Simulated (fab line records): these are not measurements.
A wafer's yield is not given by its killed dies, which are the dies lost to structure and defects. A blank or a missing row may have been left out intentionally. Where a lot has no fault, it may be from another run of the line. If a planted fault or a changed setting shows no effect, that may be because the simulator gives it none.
fab line records	flow gf180mcu
[record] lots = 12	wafers = 36	lastDay = 34
route steps=602 shown V4@492 M5@530 V5@556 TOP_METAL@582
lots that met no fault: taken from a fault-free run of the same line
startH: hours from the record's opening day to when the first of the lot's shown wafers began	waitH: hours from the lot's prior step to this one	" unchanged from the row above	L1.1+2: a row that stands for several wafers	- no value, or no start given	* or withheld: withheld	< > ~ a bound
route shown NAME@n: NAME is a module with steps in the file, n the number in the route of the first one	usual: the fault-free wafers' mean and standard deviation	same: alike in all rows	chamber/n: place in a boat	sites: per-site readings	_std_site: standard deviation across them	_edge_site: inner sites' mean taken away from outer sites' mean	radiusMm: for every site, how far away it sits from the centre of the wafer	mask NAME#n: copy n	behind: the most recent tool/chamber to have shaped the wafer	hold: cause of the lot's hold/its duration in hours/its outcome	device: transistor that didn't switch, given as n, p or np	end of line: tests run on the same wafers once the route is complete	where a step has no rows: the recipe by itself	killed: at the first sort, the dies lost to defects and structure; wafer yield is something else	map: shows each die of a wafer: x if killed, . if not, _ if none is there
set.NAME: the run value of the setting; set.NAME@STEP: its run value at that earlier step	model.NAME: the simulator's own value behind a step, which no gauge read
one table for each step of the route and one row for each wafer, over a sample of lots
services: a tool's chamber out of use, with start hour (startH, from the record's first day; less than 0 if before it), hours out, and reason
[[steps]]
[step GF_V4_ETCH_16]
[recipe] chemistry = N2/H2	targetDepthA = withheld	overetchA = withheld	timeS = withheld	target = BARC	ionEnergyEv = 200	sourceW = 500	biasW = 100	pressureMtorr = 30	n2FlowSccm = 100	h2FlowSccm = 200
[usual] drypumpMotorCurrentA = 5.7/0.4	oesProductAu = 0.855/0.0047	throttleValvePct = 13.224/0.0088
lot.wafer	tool	chamber	startH	waitH	drypumpMotorCurrentA	oesProductAu	throttleValvePct
L894.4	rieDiel-04	3	561.21	0.0	6.2	0.858	13.242
L894.5	"	1	"	"	6.1	0.864	13.224
L894.6	"	2	"	"	5.2	0.860	13.233
L896.4	rieDiel-03	2	600.85	0.0	5.3	0.854	13.223
L896.5	"	3	"	"	4.9	0.854	13.198
L896.6	"	2	"	"	5.3	0.849	13.230
L898.2	rieDiel-03	1	613.36	0.0	5.6	0.850	13.230
L898.4	"	2	"	"	5.3	0.855	13.230
L898.5	"	0	"	"	6.0	0.855	13.215
L905.1	rieDiel-01	3	662.51	0.0	6.0	0.846	13.221
L905.4	"	0	"	"	5.9	0.859	13.231
L905.5	"	2	"	"	5.8	0.847	13.211
L908.2	rieDiel-03	1	681.66	0.0	5.7	0.853	13.219
L908.4	"	3	"	"	5.0	0.857	13.205
L908.5	"	2	"	"	5.3	0.852	13.219
L909.2	rieDiel-04	2	689.51	0.0	5.2	0.862	13.238
L909.4	"	3	"	"	6.2	0.853	13.230
L909.6	"	1	"	"	6.1	0.856	13.217
L910.1	rieDiel-03	3	690.01	0.0	5.0	0.850	13.222
L910.2	"	0	"	"	6.0	0.858	13.221
L910.6	"	2	"	"	5.3	0.858	13.241
L911.1	rieDiel-04	0	697.71	0.0	5.4	0.854	13.226
L911.4	"	1	"	"	6.1	0.856	13.216
L911.5	"	1	"	"	6.1	0.865	13.221
L912.4	rieDiel-01	3	704.01	0.0	6.0	0.850	13.226
L912.5	"	3	"	"	6.0	0.858	13.235
L912.6	"	2	"	"	5.8	0.851	13.222
L913.2	rieDiel-01	1	711.01	0.0	6.0	0.848	13.216
L913.4	"	2	"	"	5.8	0.852	13.226
L913.5	"	2	"	"	5.8	0.856	13.229
L915.2	rieDiel-01	2	720.65	0.0	5.8	0.856	13.213
L915.4	"	3	"	"	6.0	0.854	13.228
L915.6	"	0	"	"	5.9	0.846	13.218
L916.1	rieDiel-04	3	725.41	0.0	6.2	0.850	13.227
L916.2	"	0	"	"	5.4	0.848	13.217
L916.5	"	1	"	"	6.1	0.855	13.226
[step GF_M5_EXPOSE_04]
[recipe] maskId = Metal5	targetCdNm = 280	na = 0.68	sourceShape = conventional	sigmaOuter = 0.6	doseMj = 28
[same] sigmaOuter = 0.6
lot.wafer	tool	chamber	startH	waitH	mask
L894.4+5+6	krfScanner-02	0	594.72	-	Metal5#0
L896.4+5+6	krfScanner-02	0	633.36	-	Metal5#0
L898.2+4+5	krfScanner-01	0	646.01	-	Metal5#0
L905.1+4+5	krfScanner-01	0	693.00	-	Metal5#0
L908.2+4+5	krfScanner-02	0	711.26	-	Metal5#0
L909.2+4+6	krfScanner-01	0	719.19	-	Metal5#0
L910.1+2+6	krfScanner-02	0	719.41	-	Metal5#0
L911.1+4+5	krfScanner-01	0	727.67	-	Metal5#0
L912.4+5+6	krfScanner-01	0	732.67	-	Metal5#0
L913.2+4+5	krfScanner-01	0	739.68	-	Metal5#0
L915.2+4+6	krfScanner-02	0	748.77	-	Metal5#0
L916.1+2+5	krfScanner-02	0	753.84	-	Metal5#0
[step GF_M5_CD_MEAS_07]
[recipe] targetCdNm = 280
[usual] cdNm = 280.5/1
lot.wafer	tool	chamber	startH	waitH	cdNm
L894.4	cdSem-02	-	605.51	0.1	280.4
L894.5	"	-	"	"	281.6
L894.6	"	-	"	"	280.3
L896.4	cdSem-02	-	642.75	0.1	281.4
L896.5	"	-	"	"	270.9
L896.6	"	-	"	"	270.3
L898.2	cdSem-02	-	655.87	0.1	279.5
L898.4	"	-	"	"	281.5
L898.5	"	-	"	"	281.4
L905.1	cdSem-01	-	701.90	0.1	280.9
L905.4	"	-	"	"	280.9
L905.5	"	-	"	"	280.3
L908.2	cdSem-02	-	720.43	0.1	281.5
L908.4	"	-	"	"	280.7
L908.5	"	-	"	"	283.0
L909.2	cdSem-01	-	727.73	0.1	280.8
L909.4	"	-	"	"	280.3
L909.6	"	-	"	"	279.9
L910.1	cdSem-02	-	727.89	0.1	280.2
L910.2	"	-	"	"	279.6
L910.6	"	-	"	"	280.0
L911.1	cdSem-02	-	736.46	0.1	281.6
L911.4	"	-	"	"	281.5
L911.5	"	-	"	"	280.7
L912.4	cdSem-02	-	741.37	0.1	282.0
L912.5	"	-	"	"	282.4
L912.6	"	-	"	"	282.2
L913.2	cdSem-02	-	747.76	0.1	279.6
L913.4	"	-	"	"	282.1
L913.5	"	-	"	"	281.9
L915.2	cdSem-01	-	757.57	0.1	280.9
L915.4	"	-	"	"	281.9
L915.6	"	-	"	"	281.8
L916.1	cdSem-02	-	761.50	0.1	280.4
L916.2	"	-	"	"	279.7
L916.5	"	-	"	"	280.8
[step GF_V5_ETCH_16]
[recipe] chemistry = N2/H2	targetDepthA = withheld	overetchA = withheld	timeS = withheld	target = BARC	ionEnergyEv = 200	sourceW = 500	biasW = 100	pressureMtorr = 30	n2FlowSccm = 100	h2FlowSccm = 200
[usual] drypumpMotorCurrentA = 5.9/0.37	oesProductAu = 0.855/0.0045	throttleValvePct = 13.225/0.0097
lot.wafer	tool	chamber	startH	waitH	drypumpMotorCurrentA	oesProductAu	throttleValvePct
L894.4	rieDiel-02	0	627.76	0.0	6.4	0.854	13.215
L894.5	"	3	"	"	5.3	0.847	13.221
L894.6	"	0	"	"	6.4	0.853	13.222
L896.4	rieDiel-02	2	662.81	0.0	5.7	0.850	13.243
L896.5	"	0	"	"	6.4	0.848	13.219
L896.6	"	3	"	"	5.3	0.843	13.221
L898.2	rieDiel-04	2	676.62	0.0	5.2	0.861	13.197
L898.4	"	0	"	"	5.4	0.857	13.216
L898.5	"	0	"	"	5.4	0.853	13.220
L905.1	rieDiel-01	3	721.96	0.0	6.0	0.857	13.219
L905.4	"	1	"	"	5.9	0.860	13.214
L905.5	"	3	"	"	6.0	0.849	13.222
L908.2	rieDiel-04	0	740.26	0.0	5.5	0.860	13.222
L908.4	"	3	"	"	6.2	0.853	13.221
L908.5	"	0	"	"	5.4	0.855	13.241
L909.2	rieDiel-01	3	746.55	0.0	6.0	0.853	13.238
L909.4	"	2	"	"	5.8	0.852	13.219
L909.6	"	1	"	"	5.9	0.858	13.224
L910.1	rieDiel-02	1	746.90	0.0	6.4	0.859	13.237
L910.2	"	3	"	"	5.2	0.858	13.211
L910.6	"	3	"	"	5.3	0.863	13.226
L911.1	rieDiel-02	1	754.86	0.0	6.4	0.859	13.229
L911.4	"	0	"	"	6.4	0.857	13.209
L911.5	"	2	"	"	5.8	0.850	13.221
L912.4	rieDiel-01	3	760.25	0.0	6.0	0.852	13.238
L912.5	"	1	"	"	6.0	0.859	13.242
L912.6	"	0	"	"	5.9	0.855	13.228
L913.2	rieDiel-01	3	766.55	0.0	6.0	0.857	13.220
L913.4	"	1	"	"	6.0	0.851	13.218
L913.5	"	3	"	"	6.0	0.849	13.220
L915.2	rieDiel-02	2	775.06	0.0	5.7	0.848	13.228
L915.4	"	1	"	"	6.4	0.851	13.225
L915.6	"	2	"	"	5.7	0.853	13.223
L916.1	rieDiel-02	3	779.10	0.0	5.2	0.860	13.220
L916.2	"	2	"	"	5.7	0.856	13.235
L916.5	"	0	"	"	6.4	0.867	13.237
[step GF_TOP_METAL_OVL_MEAS_15]
[usual] TOP_METAL_OVL = 0.1/1.4
lot.wafer	tool	chamber	startH	waitH	TOP_METAL_OVL[nm]
L894.4	overlay-02	-	648.59	0.1	-1.3
L894.5	"	-	"	"	-1.3
L894.6	"	-	"	"	-1.0
L896.4	overlay-02	-	683.58	0.1	1.8
L896.5	"	-	"	"	1.2
L896.6	"	-	"	"	1.1
L898.2	overlay-02	-	697.16	0.1	-1.2
L898.4	"	-	"	"	-0.5
L898.5	"	-	"	"	-0.3
L905.1	overlay-01	-	741.51	0.1	0.7
L905.4	"	-	"	"	0.9
L905.5	"	-	"	"	-1.4
L908.2	overlay-01	-	759.04	0.1	-0.3
L908.4	"	-	"	"	1.1
L908.5	"	-	"	"	1.9
L909.2	overlay-01	-	765.12	0.1	0.9
L909.4	"	-	"	"	-0.3
L909.6	"	-	"	"	1.2
L910.1	overlay-02	-	765.41	0.1	0.4
L910.2	"	-	"	"	0.3
L910.6	"	-	"	"	1.6
L911.1	overlay-02	-	773.37	0.1	0.2
L911.4	"	-	"	"	-1.9
L911.5	"	-	"	"	0.7
L912.4	overlay-02	-	777.87	0.1	-1.6
L912.5	"	-	"	"	-3.0
L912.6	"	-	"	"	-3.4
L913.2	overlay-02	-	783.87	0.1	0.0
L913.4	"	-	"	"	0.0
L913.5	"	-	"	"	-0.7
L915.2	overlay-01	-	792.38	0.1	0.6
L915.4	"	-	"	"	-0.2
L915.6	"	-	"	"	-0.4
L916.1	overlay-02	-	796.37	0.1	0.0
L916.2	"	-	"	"	-1.1
L916.5	"	-	"	"	-1.5
[[services]]
tool	chamber	startH	hours	kind
rieDiel-02	-	545.08	0.6	repair
krfScanner-02	-	548.24	5.4	repair
rieDiel-01	3	558.17	1.8	repair
rieDiel-02	-	586.09	0.2	repair
krfScanner-02	-	597.01	3.4	repair
krfScanner-02	-	612.94	0.8	pm
krfScanner-01	-	613.69	1.0	pm
rieDiel-04	3	614.69	8.5	repair
krfScanner-01	-	619.54	3.6	pm
krfScanner-01	-	629.44	1.3	pm
krfScanner-01	-	635.84	0.8	pm
rieDiel-01	3	639.60	5.4	repair
rieDiel-04	0	641.07	2.5	repair
krfScanner-01	-	641.75	0.3	repair
rieDiel-01	2	642.68	3.5	repair
krfScanner-02	-	646.85	1.3	pm
krfScanner-02	-	667.21	1.0	pm
rieDiel-04	2	678.93	2.7	repair
rieDiel-01	-	698.49	0.7	repair
rieDiel-02	0	699.44	2.8	repair
krfScanner-02	-	707.21	0.7	repair
rieDiel-01	-	716.79	0.2	repair
rieDiel-04	2	725.39	39.6	repair
krfScanner-02	-	733.96	0.6	repair
[[key]]
[firstSign] step = GF_M5_CD_MEAS_07	reading = cdNm	direction = down	sigmas = 9.6	usual = 280.5	struck = 270.6
effect none on later readings
metAt GF_M5_EXPOSE_04
struckLots L896
struckWafers L896.5,L896.6
notActingAt GF_V4_ETCH_16,GF_V5_ETCH_16,GF_TOP_METAL_OVL_MEAS_15
onsetBetween 594.72 633.36
[fault] kind = processParameterDrift	tool = krfScanner-02	chamber = -	onsetH = 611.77	steps = GF_M5_EXPOSE_04	channel = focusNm	offset = 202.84	shape = step	endH = 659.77	scope = struckWafersOnly
